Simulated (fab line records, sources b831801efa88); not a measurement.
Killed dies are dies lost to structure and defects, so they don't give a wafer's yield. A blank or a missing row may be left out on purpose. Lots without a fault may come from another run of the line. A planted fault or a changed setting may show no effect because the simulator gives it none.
fab line records | flow gf180mcu
record lots=24 wafers=72 last_day=34
route steps=602 shown POLY_GATE@171 PSD@256 SAB@264 CONTACT@311 M1@316 M2@376
lots that met no fault: from a run of the same line without faults
start_h: hours from the record's first day to the start of the lot's first wafer shown | wait_h: hours since the lot's step before | " the same as in the row above | L1.1+2: a row that stands for several wafers | - no value, or no start given | * or withheld: withheld | < > ~ a bound
route shown NAME@n: a module of which the file shows steps, and the number in the route of the first | usual: mean/standard deviation of fault-free wafers | same: alike in all rows | chamber/n: place in a boat | sites: the reading at each site | _std_site: their standard deviation | _edge_site: outer sites' mean less inner sites' | radius_mm: how far each site lies from the wafer's centre | mask NAME#n: copy n | behind: the tool/chamber that last shaped the wafer | hold: why the lot was held/for how many hours/how that ended | device: the transistor (n, p or np) that didn't switch | end of line: the same wafers' tests at the end of the route | a step without rows: its recipe alone | killed: dies lost to structure and defects at the first sort, not the wafer's yield | map: a wafer's dies, x killed, . not, _ none there
set.NAME: the setting as run; set.NAME@STEP: as run at that earlier step | model.NAME: the simulator's own value behind a step, which no gauge read
steps of the route over a sample of lots; a table a step, a row a wafer
services: from which hour (start_h, from the record's first day; less than 0 if before it) a tool's chamber was out of use, for how many hours, and why
## steps
# step GF_POLY_GATE_STRIP_14
# recipe chemistry=O2/N2 power_w=1400 pressure_mtorr=1500 platen_temp_c=250 o2_flow_sccm=3000 n2_flow_sccm=300 overash_fraction=0.5
# usual drypump_motor_current_A=5.6/0.43 heater_power_w=325/20 o2_flow_sccm=3003/9.1 oes_product_au=0.505/0.0049
# columns lot.wafer tool chamber start_h wait_h drypump_motor_current_A heater_power_w o2_flow_sccm oes_product_au rf_hours_counter_h
L074.2 plasma_asher-02 1 196.25 0.0 5.2 306 2986 0.503 38
L074.4 " 0 " " 5.2 338 3022 0.510 -
L074.6 " 0 " " 5.2 328 3009 0.511 -
L075.2 plasma_asher-02 0 204.00 0.0 5.2 340 2992 0.519 39
L075.3 " 1 " " 5.2 303 2994 0.504 -
L075.6 " 0 " " 5.2 324 3008 0.505 -
L076.1 plasma_asher-01 1 212.19 0.0 6.0 348 3010 0.504 10
L076.4 " 1 " " 6.0 347 3007 0.502 -
L076.5 " 0 " " 5.8 303 3000 0.504 -
L077.3 plasma_asher-01 1 220.52 0.1 6.0 345 3011 0.501 -
L077.5 " 0 " " 5.8 304 3011 0.501 -
L077.6 " 1 " " 6.0 354 3003 0.501 -
L078.3 plasma_asher-02 1 227.93 0.1 5.2 309 3008 0.505 -
L078.4 " 0 " " 5.2 339 2995 0.500 -
L078.6 " 0 " " 5.2 329 3015 0.510 -
L079.1 plasma_asher-01 0 234.85 0.0 5.8 313 3015 0.502 12
L079.3 " 0 " " 5.8 303 3000 0.500 -
L079.6 " 1 " " 6.0 347 2998 0.506 -
L080.3 plasma_asher-01 1 237.68 0.1 6.0 351 3008 0.512 -
L080.4 " 0 " " 5.8 297 3008 0.497 -
L080.6 " 1 " " 6.0 342 3009 0.509 -
L081.1 plasma_asher-02 0 247.89 0.0 5.3 334 2985 0.503 44
L081.2 " 1 " " 5.2 303 3000 0.508 44
L081.3 " 0 " " 5.2 337 2986 0.504 -
L082.1 plasma_asher-02 0 251.50 0.0 5.2 341 3009 0.498 44
L082.4 " 0 " " 5.2 340 3000 0.507 -
L082.6 " 0 " " 5.3 334 2986 0.502 -
L083.3 plasma_asher-02 0 261.48 0.1 5.2 335 3007 0.498 -
L083.4 " 1 " " 5.2 301 3008 0.502 -
L083.5 " 0 " " 5.2 336 3003 0.507 -
L084.1 plasma_asher-01 1 270.25 0.0 6.0 346 3004 0.510 16
L084.2 " 0 " " 5.8 299 2998 0.494 16
L084.5 " 0 " " 5.8 313 2999 0.508 -
L085.2 plasma_asher-02 0 279.45 0.0 5.2 341 2998 0.500 47
L085.4 " 0 " " 5.2 343 3004 0.504 -
L085.6 " 0 " " 5.2 332 3000 0.503 -
L086.1 plasma_asher-02 0 282.54 0.0 5.2 319 2993 0.504 47
L086.2 " 1 " " 5.2 305 2996 0.501 47
L086.4 " 1 " " 5.2 313 2991 0.503 -
L087.3 plasma_asher-01 0 289.98 0.1 5.8 302 3015 0.500 -
L087.4 " 1 " " 6.0 349 3003 0.506 -
L087.6 " 1 " " 6.0 346 3001 0.506 -
L088.1 plasma_asher-02 0 299.60 0.0 5.2 334 3024 0.504 49
L088.3 " 1 " " 5.2 314 3020 0.503 -
L088.4 " 0 " " 5.2 331 3006 0.508 -
L089.2 plasma_asher-03 1 303.80 0.0 5.4 369 3006 0.504 68
L089.3 " 1 " " 5.3 364 2996 0.512 -
L089.5 " 0 " " 6.6 304 3002 0.513 -
L090.3 plasma_asher-02 1 309.32 0.1 5.2 318 3026 0.509 -
L090.4 " 0 " " 5.3 328 2999 0.509 -
L090.6 " 1 " " 5.2 306 3013 0.496 -
L091.2 plasma_asher-01 1 316.75 0.0 6.0 344 3008 0.510 21
L091.4 " 1 " " 6.0 353 2994 0.498 -
L091.6 " 1 " " 6.0 343 3015 0.508 -
L092.1 plasma_asher-01 0 322.35 0.0 5.8 308 3007 0.505 21
L092.2 " 1 " " 6.0 352 2991 0.507 21
L092.4 " 1 " " 6.0 350 2995 0.504 -
L093.1 plasma_asher-03 0 332.90 0.0 6.6 303 3001 0.499 71
L093.3 " 0 " " 6.6 311 2991 0.503 -
L093.4 " 1 " " 5.4 359 3007 0.511 -
L094.1 plasma_asher-03 1 342.15 0.0 5.4 366 3002 0.507 72
L094.3 " 0 " " 6.5 311 2997 0.505 -
L094.6 " 1 " " 5.4 363 2996 0.513 -
L095.1 plasma_asher-03 0 348.24 0.0 6.5 310 2995 0.507 73
L095.2 " 1 " " 5.3 357 3003 0.514 73
L095.3 " 0 " " 6.6 305 2990 0.499 -
L096.3 plasma_asher-02 1 351.47 0.1 5.2 311 2984 0.512 -
L096.5 " 1 " " 5.2 299 2992 0.505 -
L096.6 " 0 " " 5.2 336 2997 0.508 -
L097.1 plasma_asher-01 1 366.94 0.0 6.0 345 3014 0.492 26
L097.2 " 0 " " 5.8 304 3007 0.511 26
L097.4 " 1 " " 6.0 337 2997 0.512 -
# step GF_PSD_OVL_MEAS_08
# usual PSD_OVL=-0.1/1.7
# columns lot.wafer tool chamber start_h wait_h PSD_OVL[nm]
L074.2 overlay-02 - 315.51 0.1 -1.0
L074.4 " - " " -0.7
L074.6 " - " " -1.9
L075.2 overlay-02 - 323.71 0.1 -1.5
L075.3 " - " " -0.1
L075.6 " - " " 0.0
L076.1 overlay-02 - 333.85 0.1 0.4
L076.4 " - " " 0.7
L076.5 " - " " -0.1
L077.3 overlay-01 - 343.72 0.1 3.2
L077.5 " - " " 3.9
L077.6 " - " " 3.5
L078.3 overlay-02 - 352.10 0.1 -0.5
L078.4 " - " " -1.5
L078.6 " - " " 0.4
L079.1 overlay-01 - 360.45 0.1 0.8
L079.3 " - " " 0.9
L079.6 " - " " 2.5
L080.3 overlay-01 - 365.15 0.1 -0.8
L080.4 " - " " -0.4
L080.6 " - " " -0.1
L081.1 overlay-02 - 380.15 0.1 -1.2
L081.2 " - " " -1.5
L081.3 " - " " -2.3
L082.1 overlay-02 - 380.85 0.1 -2.5
L082.4 " - " " -0.9
L082.6 " - " " -1.2
L083.3 overlay-01 - 394.25 0.1 2.5
L083.4 " - " " 0.6
L083.5 " - " " 1.8
L084.1 overlay-02 - 402.04 0.1 0.4
L084.2 " - " " -0.7
L084.5 " - " " 0.0
L085.2 overlay-01 - 416.04 0.1 0.3
L085.4 " - " " 2.5
L085.6 " - " " 0.7
L086.1 overlay-02 - 419.85 0.1 0.3
L086.2 " - " " 0.1
L086.4 " - " " -0.3
L087.3 overlay-02 - 427.00 0.1 1.2
L087.4 " - " " 1.5
L087.6 " - " " 0.5
L088.1 overlay-02 - 439.40 0.1 -1.9
L088.3 " - " " -0.3
L088.4 " - " " 0.3
L089.2 overlay-02 - 445.31 0.1 -0.6
L089.3 " - " " 1.3
L089.5 " - " " -0.5
L090.3 overlay-02 - 450.41 0.1 -2.8
L090.4 " - " " -2.4
L090.6 " - " " -2.2
L091.2 overlay-02 - 460.74 0.1 0.7
L091.4 " - " " -0.1
L091.6 " - " " 0.0
L092.1 overlay-02 - 467.54 0.1 -3.0
L092.2 " - " " -3.1
L092.4 " - " " -1.6
L093.1 overlay-01 - 478.49 0.1 0.8
L093.3 " - " " 0.9
L093.4 " - " " 0.7
L094.1 overlay-01 - 488.84 0.1 -3.1
L094.3 " - " " -3.1
L094.6 " - " " -1.1
L095.1 overlay-02 - 496.69 0.1 -1.0
L095.2 " - " " -1.4
L095.3 " - " " -2.0
L096.3 overlay-01 - 500.66 0.1 0.2
L096.5 " - " " -1.9
L096.6 " - " " -0.8
L097.1 overlay-01 - 516.99 0.1 1.2
L097.2 " - " " 2.1
L097.4 " - " " 1.2
# step GF_SAB_CVD_00
# recipe material=SiO2 target_thk_nm=50 precursor=TEOS temp_c=400 time_s=4.9302 rf_w=600
# usual heater_power_w=632/110
# same time_s=4.9302
# columns lot.wafer tool chamber start_h wait_h heater_power_w
L074.2 pecvd-03 2 316.22 0.1 571
L074.4 " 1 " " 575
L074.6 " 0 " " 575
L075.2 pecvd-01 2 324.42 0.1 886
L075.3 " 1 " " 797
L075.6 " 1 " " 794
L076.1 pecvd-03 2 334.66 0.1 648
L076.4 " 2 " " 661
L076.5 " 0 " " 579
L077.3 pecvd-01 2 344.42 0.1 817
L077.5 " 2 " " 799
L077.6 " 0 " " 550
L078.3 pecvd-01 0 352.81 0.1 487
L078.4 " 0 " " 480
L078.6 " 1 " " 838
L079.1 pecvd-01 2 361.17 0.1 746
L079.3 " 1 " " 671
L079.6 " 1 " " 680
L080.3 pecvd-03 2 365.94 0.1 620
L080.4 " 0 " " 666
L080.6 " 2 " " 633
L081.1 pecvd-02 2 380.87 0.1 501
L081.2 " 0 " " 677
L081.3 " 1 " " 611
L082.1 pecvd-03 0 381.58 0.1 645
L082.4 " 1 " " 532
L082.6 " 2 " " 604
L083.3 pecvd-03 2 394.96 0.1 651
L083.4 " 1 " " 542
L083.5 " 2 " " 648
L084.1 pecvd-01 0 402.76 0.1 566
L084.2 " 2 " " 952
L084.5 " 1 " " 833
L085.2 pecvd-02 1 416.76 0.1 577
L085.4 " 2 " " 568
L085.6 " 1 " " 566
L086.1 pecvd-02 1 420.61 0.1 621
L086.2 " 2 " " 480
L086.4 " 0 " " 596
L087.3 pecvd-03 1 427.71 0.1 556
L087.4 " 1 " " 581
L087.6 " 0 " " 691
L088.1 pecvd-02 1 440.12 0.1 554
L088.3 " 2 " " 545
L088.4 " 0 " " 577
L089.2 pecvd-02 2 446.02 0.1 483
L089.3 " 1 " " 598
L089.5 " 0 " " 680
L090.3 pecvd-01 0 451.15 0.1 522
L090.4 " 0 " " 525
L090.6 " 1 " " 711
L091.2 pecvd-01 1 461.46 0.1 726
L091.4 " 1 " " 742
L091.6 " 0 " " 526
L092.1 pecvd-02 2 468.26 0.1 547
L092.2 " 1 " " 591
L092.4 " 1 " " 597
L093.1 pecvd-01 1 479.21 0.1 706
L093.3 " 0 " " 598
L093.4 " 1 " " 719
L094.1 pecvd-03 1 489.56 0.1 584
L094.3 " 2 " " 591
L094.6 " 1 " " 584
L095.1 pecvd-03 2 497.41 0.1 679
L095.2 " 0 " " 676
L095.3 " 1 " " 517
L096.3 pecvd-02 0 501.37 0.1 644
L096.5 " 0 " " 662
L096.6 " 1 " " 516
L097.1 pecvd-02 1 517.71 0.1 552
L097.2 " 0 " " 625
L097.4 " 1 " " 555
# step GF_CONTACT_CVD_24
# recipe material=W target_thk_nm=300 time_s=90.339 temp_c=400 pressure_torr=40
# usual heater_power_w=852/79
# same time_s=90.339
# columns lot.wafer tool chamber start_h wait_h heater_power_w
L074.2 cvd_w-01 0 360.44 0.0 813
L074.4 " 1 " " 976
L074.6 " 0 " " 800
L075.2 cvd_w-02 0 368.85 0.0 986
L075.3 " 0 " " 956
L075.6 " 0 " " 970
L076.1 cvd_w-01 1 380.46 0.0 990
L076.4 " 1 " " 990
L076.5 " 1 " " 997
L077.3 cvd_w-02 1 390.58 0.1 832
L077.5 " 1 " " 813
L077.6 " 0 " " 957
L078.3 cvd_w-02 1 400.52 0.1 818
L078.4 " 0 " " 954
L078.6 " 1 " " 808
L079.1 cvd_w-01 1 409.50 0.0 850
L079.3 " 1 " " 871
L079.6 " 0 " " 737
L080.3 cvd_w-02 1 413.69 0.1 794
L080.4 " 0 " " 973
L080.6 " 0 " " 960
L081.1 cvd_w-01 1 430.81 0.0 883
L081.2 " 0 " " 747
L081.3 " 0 " " 744
L082.1 cvd_w-02 1 431.44 0.0 796
L082.4 " 1 " " 806
L082.6 " 1 " " 822
L083.3 cvd_w-02 0 446.70 0.1 948
L083.4 " 1 " " 793
L083.5 " 0 " " 965
L084.1 cvd_w-01 0 453.20 0.0 762
L084.2 " 1 " " 851
L084.5 " 1 " " 863
L085.2 cvd_w-01 0 468.35 0.0 761
L085.4 " 0 " " 746
L085.6 " 0 " " 775
L086.1 cvd_w-01 1 472.11 0.0 859
L086.2 " 0 " " 736
L086.4 " 1 " " 853
L087.3 cvd_w-01 0 478.34 0.1 765
L087.4 " 1 " " 879
L087.6 " 1 " " 867
L088.1 cvd_w-01 1 490.30 0.0 829
L088.3 " 1 " " 853
L088.4 " 0 " " 755
L089.2 cvd_w-01 0 495.36 0.0 760
L089.3 " 0 " " 749
L089.5 " 0 " " 762
L090.3 cvd_w-02 1 501.18 0.1 802
L090.4 " 0 " " 957
L090.6 " 0 " " 958
L091.2 cvd_w-01 0 511.66 0.0 779
L091.4 " 1 " " 852
L091.6 " 1 " " 859
L092.1 cvd_w-02 0 519.31 0.0 970
L092.2 " 1 " " 834
L092.4 " 0 " " 995
L093.1 cvd_w-01 1 528.26 0.0 868
L093.3 " 1 " " 875
L093.4 " 1 " " 875
L094.1 cvd_w-01 1 538.63 0.0 847
L094.3 " 1 " " 872
L094.6 " 0 " " 758
L095.1 cvd_w-02 0 544.85 0.0 970
L095.2 " 1 " " 830
L095.3 " 1 " " 838
L096.3 cvd_w-01 1 549.33 0.1 858
L096.5 " 1 " " 876
L096.6 " 0 " " 750
L097.1 cvd_w-02 0 564.32 0.0 1000
L097.2 " 1 " " 825
L097.4 " 0 " " 967
# step GF_M1_SPUTTER_01
# recipe material=TiN target_thk_nm=30 power_w=6500 time_s=25 chamber_pressure_pa=0.4
# usual throttle_valve_pct=30.1/0.93
# same time_s=25
# columns lot.wafer tool chamber start_h wait_h throttle_valve_pct
L074.2 pvd_sputter-04 - 361.12 0.1 30.4
L074.4 " - " " 31.7
L074.6 " - " " 28.4
L075.2 pvd_sputter-01 - 369.54 0.1 31.7
L075.3 " - " " 29.7
L075.6 " - " " 30.7
L076.1 pvd_sputter-02 - 381.14 0.1 30.2
L076.4 " - " " 30.2
L076.5 " - " " 30.0
L077.3 pvd_sputter-01 - 391.41 0.1 31.8
L077.5 " - " " 29.8
L077.6 " - " " 29.9
L078.3 pvd_sputter-04 - 401.33 0.1 30.1
L078.4 " - " " 28.3
L078.6 " - " " 30.5
L079.1 pvd_sputter-02 - 410.18 0.1 30.1
L079.3 " - " " 30.4
L079.6 " - " " 30.2
L080.3 pvd_sputter-01 - 414.35 0.1 30.6
L080.4 " - " " 29.4
L080.6 " - " " 31.5
L081.1 pvd_sputter-02 - 431.49 0.1 28.9
L081.2 " - " " 30.3
L081.3 " - " " 30.6
L082.1 pvd_sputter-04 - 432.12 0.1 31.5
L082.4 " - " " 28.5
L082.6 " - " " 28.8
L083.3 pvd_sputter-02 - 447.35 0.1 30.0
L083.4 " - " " 29.1
L083.5 " - " " 30.3
L084.1 pvd_sputter-02 - 453.90 0.1 29.1
L084.2 " - " " 30.0
L084.5 " - " " 30.2
L085.2 pvd_sputter-01 - 469.03 0.1 29.8
L085.4 " - " " 31.8
L085.6 " - " " 31.5
L086.1 pvd_sputter-01 - 472.79 0.1 29.9
L086.2 " - " " 31.0
L086.4 " - " " 30.6
L087.3 pvd_sputter-02 - 478.99 0.1 30.3
L087.4 " - " " 30.3
L087.6 " - " " 29.2
L088.1 pvd_sputter-01 - 490.98 0.1 29.7
L088.3 " - " " 30.6
L088.4 " - " " 29.8
L089.2 pvd_sputter-02 - 496.04 0.1 30.0
L089.3 " - " " 28.9
L089.5 " - " " 30.1
L090.3 pvd_sputter-01 - 501.83 0.1 31.4
L090.4 " - " " 30.4
L090.6 " - " " 29.6
L091.2 pvd_sputter-02 - 512.34 0.1 28.8
L091.4 " - " " 30.6
L091.6 " - " " 30.1
L092.1 pvd_sputter-04 - 519.99 0.1 31.6
L092.2 " - " " 28.4
L092.4 " - " " 28.9
L093.1 pvd_sputter-02 - 529.04 0.1 28.9
L093.3 " - " " 30.2
L093.4 " - " " 30.0
L094.1 pvd_sputter-04 - 539.31 0.1 30.3
L094.3 " - " " 28.6
L094.6 " - " " 28.7
L095.1 pvd_sputter-04 - 545.53 0.1 28.3
L095.2 " - " " 29.1
L095.3 " - " " 30.1
L096.3 pvd_sputter-01 - 549.98 0.1 31.4
L096.5 " - " " 29.7
L096.6 " - " " 29.6
L097.1 pvd_sputter-04 - 565.00 0.1 31.5
L097.2 " - " " 30.2
L097.4 " - " " 29.0
# step GF_M2_CD_MEAS_14
# recipe target_cd_nm=280
# usual cd_nm=280.0/1
# columns lot.wafer tool chamber start_h wait_h cd_nm
L074.2 cd_sem-01 - 436.19 0.1 277.6
L074.4 " - " " 277.0
L074.6 " - " " 278.2
L075.2 cd_sem-02 - 445.30 0.1 281.2
L075.3 " - " " 279.6
L075.6 " - " " 280.7
L076.1 cd_sem-02 - 457.03 0.1 281.8
L076.4 " - " " 281.5
L076.5 " - " " 281.3
L077.3 cd_sem-01 - 467.82 0.1 279.1
L077.5 " - " " 279.6
L077.6 " - " " 280.0
L078.3 cd_sem-01 - 477.26 0.1 278.4
L078.4 " - " " 279.1
L078.6 " - " " 278.8
L079.1 cd_sem-02 - 487.17 0.1 280.2
L079.3 " - " " 280.9
L079.6 " - " " 280.0
L080.3 cd_sem-01 - 489.87 0.1 280.6
L080.4 " - " " 280.5
L080.6 " - " " 280.2
L081.1 cd_sem-01 - 507.88 0.1 278.5
L081.2 " - " " 279.3
L081.3 " - " " 278.5
L082.1 cd_sem-02 - 508.18 0.1 281.8
L082.4 " - " " 280.9
L082.6 " - " " 281.9
L083.3 cd_sem-02 - 523.56 0.1 280.8
L083.4 " - " " 281.1
L083.5 " - " " 281.3
L084.1 cd_sem-02 - 528.78 0.1 279.4
L084.2 " - " " 280.4
L084.5 " - " " 279.5
L085.2 cd_sem-02 - 542.80 0.1 279.2
L085.4 " - " " 279.6
L085.6 " - " " 280.3
L086.1 cd_sem-02 - 545.33 0.1 280.0
L086.2 " - " " 279.5
L086.4 " - " " 280.4
L087.3 cd_sem-01 - 551.22 0.1 280.8
L087.4 " - " " 280.3
L087.6 " - " " 280.8
L088.1 cd_sem-01 - 562.33 0.1 280.6
L088.3 " - " " 279.8
L088.4 " - " " 279.3
L089.2 cd_sem-01 - 566.89 0.1 280.3
L089.3 " - " " 280.2
L089.5 " - " " 279.2
L090.3 cd_sem-01 - 571.97 0.1 279.3
L090.4 " - " " 280.5
L090.6 " - " " 280.1
L091.2 cd_sem-02 - 581.46 0.1 281.2
L091.4 " - " " 280.1
L091.6 " - " " 281.8
L092.1 cd_sem-01 - 588.98 0.1 279.8
L092.2 " - " " 280.5
L092.4 " - " " 279.7
L093.1 cd_sem-02 - 597.78 0.1 280.0
L093.3 " - " " 279.4
L093.4 " - " " 278.9
L094.1 cd_sem-01 - 607.13 0.1 280.0
L094.3 " - " " 279.6
L094.6 " - " " 279.6
L095.1 cd_sem-02 - 612.53 0.1 279.9
L095.2 " - " " 279.6
L095.3 " - " " 280.4
L096.3 cd_sem-02 - 615.98 0.1 280.4
L096.5 " - " " 280.7
L096.6 " - " " 281.9
L097.1 cd_sem-02 - 630.78 0.1 278.8
L097.2 " - " " 279.7
L097.4 " - " " 278.9
## services
# columns tool chamber start_h hours kind
pecvd-02 - 184.60 5.2 repair
cvd_w-01 1 197.14 2.0 repair
plasma_asher-02 - 208.53 2.8 pm
cvd_w-02 - 218.18 2.8 pm
pecvd-01 1 230.19 3.0 repair
cvd_w-01 - 244.46 6.9 pm
cvd_w-02 - 253.98 6.9 pm
pecvd-01 - 268.79 3.3 repair
plasma_asher-01 - 279.73 0.6 repair
pecvd-02 - 284.58 6.0 pm
pecvd-03 1 324.79 7.1 repair
plasma_asher-02 - 332.62 8.7 repair
plasma_asher-01 - 340.70 3.0 repair
cvd_w-02 0 342.12 4.3 repair
pecvd-01 - 368.88 14.0 pm
cvd_w-01 - 390.00 14.0 pm
pvd_sputter-02 - 392.03 1.1 repair
cvd_w-01 1 397.71 6.0 repair
cvd_w-01 - 406.34 0.3 repair
plasma_asher-01 - 435.01 2.7 repair
plasma_asher-01 - 465.64 2.0 repair
plasma_asher-02 - 472.49 1.0 repair
cvd_w-02 - 514.19 0.3 repair
cvd_w-01 0 518.52 13.2 repair
## key
fault none
